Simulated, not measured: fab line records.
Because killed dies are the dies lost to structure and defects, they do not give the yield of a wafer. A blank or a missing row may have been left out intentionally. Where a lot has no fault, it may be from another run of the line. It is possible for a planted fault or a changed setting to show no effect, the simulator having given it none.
A struck lot beside a sound one || flow sky130 || 18 steps out of a route of 708
Sound: wafers L172.2, L172.3, L172.6. Wafers L165.3, L165.4, L165.6 were the ones struck. At the end, the cause is stated.
At each step with rows: each side's tool, then ch and its chambers, then its first start. Under that, the readings that differ: sound wafers || struck wafers || difference of the means || sigmas: that difference in standard deviations of wafers without a fault.
alike: same words and numbers on both sides, and readings whose means sit less than 2 such deviations apart. not compared: any withheld reading, any reading some wafer has no value for, any bound like >300 that may hide the same value, and any number with overlapping values for which the record gives no deviation.
Wherever a step has rows on one side only, a row that says differs or no value, or a row with sigmas, the two part there. Numbers that don't overlap but have no deviation are shown without sigmas and don't part them. A reading that every wafer of one side lacks parts them only if that side has two wafers or more.

first, 5 steps without rows for these wafers: SKY_VT_ADJUST_PCH_COAT_02 (resist thk 3000 nm); SKY_VT_ADJUST_PCH_SOFTBAKE_03; SKY_VT_ADJUST_PCH_EXPOSE_04 (exposes mask NWM, target cd 840 nm); SKY_VT_ADJUST_PCH_PEB_05; SKY_VT_ADJUST_PCH_DEVELOP_06 (develop time 60 s).
SKY_VT_ADJUST_PCH_OVL_MEAS_07:
  sound on overlay-02, day 17 14:11; struck on overlay-01, day 15 05:02
  alike: VT_ADJUST_PCH_OVL
after that, 1 step had no rows for these wafers: SKY_VT_ADJUST_PCH_IMPLANT_08.
SKY_VT_ADJUST_PCH_STRIP_09: strips in O2/N2.
  sound on plasma asher-04 ch 0,1, day 17 14:22; struck on plasma asher-04 ch 0,1, day 15 05:14
  alike: drypump motor current A, oes product au, strip time to endpoint s
  not compared: rf hours counter h
SKY_VT_ADJUST_PCH_TW_MEAS_10:
  sound on film metro-01, day 17 14:28; struck on film metro-04, day 15 05:20
  alike: VT_ADJUST_PCH_TW
then, 3 steps without rows for these wafers: SKY_SONOS_TUNNEL_DEHYDRATE_00 (time 60 s); SKY_SONOS_TUNNEL_HMDS_01 (prime time 60 s); SKY_SONOS_TUNNEL_COAT_02 (resist thk 1140 nm).
SKY_SONOS_TUNNEL_SOFTBAKE_03: time 60 s.
  sound on litho track-02 ch 0, day 18 05:36; struck on litho track-02 ch 0, day 15 18:32
{"reading": "run length s (s)", "sound": "89.13 89.19 89.14", "struck": "120.58 120.68 120.50", "difference": "+31.43", "sigmas": "+99 or more"}
{"reading": "model.NOVOLAK_of_SONOS_TUNNEL_COAT_02.thk nm (nm)", "sound": "1142 1137 1142", "struck": "1132 1130 1128", "difference": -10, "sigmas": ""}
  alike: resist line temp C
then, 2 steps without rows for these wafers: SKY_SONOS_TUNNEL_EXPOSE_04 (exposes mask TUNM, target cd 410 nm); SKY_SONOS_TUNNEL_PEB_05.
SKY_SONOS_TUNNEL_DEVELOP_06: develop time 60 s.
  sound on litho track-04 ch 0, day 18 20:18; struck on litho track-04 ch 0, day 16 07:28
{"reading": "model.NOVOLAK_of_SONOS_TUNNEL_COAT_02.thk nm (nm)", "sound": "1141 1137 1141", "struck": "1131 1129 1128", "difference": -10, "sigmas": ""}
  alike: resist line temp C
SKY_SONOS_TUNNEL_CD_MEAS_07 targets a cd of 410 nm.
  sound on cd sem-01, day 18 20:26; struck on cd sem-02, day 16 07:37
{"reading": "cd nm (nm)", "sound": "406.2 407.2 406.9", "struck": "414.2 414.6 412.3", "difference": "+6.9", "sigmas": "+3"}
-- a jump in the record: the struck wafers' starts before and after are 33 days apart (it breaks off in module SONOS_TUNNEL and resumes in module PAD_OPEN, where the first step shown is number 708 of the route) --
SKY_PAD_OPEN_PROBE_99:
  the record has rows for the struck wafers here (prober-02, day 49 14:22) and none for the sound ones

== WHERE THEY PART ==
Earliest at SKY_SONOS_TUNNEL_SOFTBAKE_03; latest, in this record, at SKY_PAD_OPEN_PROBE_99.

WHY: the cause the simulator had injected
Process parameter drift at SKY_SONOS_TUNNEL_SOFTBAKE_03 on litho track-02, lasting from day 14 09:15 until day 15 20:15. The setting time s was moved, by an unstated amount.
